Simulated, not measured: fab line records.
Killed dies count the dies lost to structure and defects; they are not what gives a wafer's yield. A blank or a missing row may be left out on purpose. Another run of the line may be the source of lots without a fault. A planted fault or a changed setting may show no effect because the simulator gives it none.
Matching of chambers | flow gf180mcu | GF_CONTACT_CMP_27 on cmp-02: 4 sister chambers
The step polishes, stops on SiO2, t overpolish 15 s, target thk 0 nm. 4 wafers are shown with their chamber, then 7 later ones without.

## WAFERS WITH THEIR CHAMBER
wafer  | chamber | motor_current_A (A)
L372.1 | 0       | 11.8
L372.3 | 2       | 12.1
L376.3 | 1       | 12.9
L376.4 | 3       | 12.2

## WAFERS MISSING THEIR CHAMBER
wafer  | motor_current_A (A)
L376.5 | 12.8
L378.1 | 12.3
L378.4 | 13.0
L378.6 | 12.6
L380.2 | 13.0
L380.3 | 12.2
L380.4 | 13.2

## EACH ONE'S CHAMBER
wafer  | from the rows above          | in truth
L376.5 | 1                            | 1
L378.1 | can't be placed: 3 or 2      | 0
L378.4 | 1                            | 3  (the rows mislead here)
L378.6 | can't be placed: 1 or 3 or 2 | 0
L380.2 | 1                            | 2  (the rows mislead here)
L380.3 | can't be placed: 3 or 2      | 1
L380.4 | 1                            | 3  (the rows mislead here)
1 of 7 placed correctly. Not placeable from these rows: 3 (in 0, the candidates include the true chamber). Wrongly placed: 3.
How it was worked out, from the rows above alone: a wafer's distance from a chamber is the root of the sum, over the readings, of the square of ((its reading less the chamber's mean) divided by the reading's scatter). If the next closest chamber is less than 2 further off than the closest, the wafer can't be placed; otherwise it belongs to the closest. Each chamber's mean is taken over the wafers shown for it. The scatter (one wafer shown for each chamber): square how far every hidden wafer sits from the nearest shown wafer, average those squares and take the square root.
